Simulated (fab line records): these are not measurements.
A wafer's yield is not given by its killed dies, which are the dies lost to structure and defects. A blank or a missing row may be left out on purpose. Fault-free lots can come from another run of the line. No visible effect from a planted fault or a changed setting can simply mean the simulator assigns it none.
One fault seen from 2 desks / flow sky130 / each desk has only its own numbers; what lay behind them comes last

METROLOGY DESK
What the gauges read, lot by lot, whatever tool the lot ran on: means of the sampled wafers that have a number. If a lot's mean is further than 4 standard deviations from the usual mean, the lot is out of limits and carries the mark OUT (the distance appears in the brackets).
Columns: A = VIA3_BOW at SKY_VIA3_BOW_MEAS_03, usual 82 um; B = VIA3_OVL at SKY_VIA3_OVL_MEAS_13, usual -1 nm
lot=L846; first seen here=day 38 07:20; A=69; B=-2
lot=L847; first seen here=day 38 21:48; A=74; B=-1
lot=L850; first seen here=day 39 21:30; A=78; B=4
lot=L851; first seen here=day 40 01:57; A=90; B=-13
lot=L852; first seen here=day 40 03:41; A=85; B=4
lot=L853; first seen here=day 40 12:56; A=84; B=-8
lot=L855; first seen here=day 41 07:05; A=88; B=-5
lot=L856; first seen here=day 41 18:03; A=90; B=-3
lot=L857; first seen here=day 41 22:05; A=81; B=12
lot=L858; first seen here=day 42 06:52; A=84; B=4
lot=L859; first seen here=day 42 12:41; A=80; B=-4
lot=L864; first seen here=day 43 18:08; A=93; B=-3
lot=L863; first seen here=day 43 21:37; A=80; B=-0
lot=L869; first seen here=day 44 22:04; A=76; B=7
Result from this desk: across the 14 lots, nothing is out of limits.

FOR THE TOOL OWNER'S DESK: pvd sputter-02
The tool's own readings at SKY_METAL4_SPUTTER_03 (material Ti, target thk 5 nm, time 3.3 s): means of the sampled wafers that have a number, for each lot that ran on this tool. If a lot's mean is further than 4 standard deviations from the usual mean, the lot is out of limits and carries the mark OUT (the distance appears in the brackets).
Columns: A = cathode dc power W at SKY_METAL4_SPUTTER_03, usual 3000.0 W; B = chamber pressure pa at SKY_METAL4_SPUTTER_03, usual 0.4000 Pa; C = throttle valve pct at SKY_METAL4_SPUTTER_03, usual 30.0 %
lot=L846; first seen here=day 39 10:17; A=2999.6; B=0.4005; C=30.0
lot=L852; first seen here=day 41 05:09; A=2999.9; B=0.4008; C=29.5
lot=L853; first seen here=day 41 14:44; A=3000.2; B=0.3999; C=29.5
lot=L856; first seen here=day 42 19:19; A=3000.4; B=0.3998; C=29.9
lot=L859; first seen here=day 43 14:10; A=3000.2; B=0.4001; C=29.1
lot=L869; first seen here=day 45 20:31; A=2999.9; B=0.4006; C=30.4
Result from this desk: across the 6 lots, nothing is out of limits.

ALL TOGETHER
Metrology desk: nothing out of limits seen.
The desk of the tool owner found nothing out of limits.

WHAT THE SIMULATOR PUT IN
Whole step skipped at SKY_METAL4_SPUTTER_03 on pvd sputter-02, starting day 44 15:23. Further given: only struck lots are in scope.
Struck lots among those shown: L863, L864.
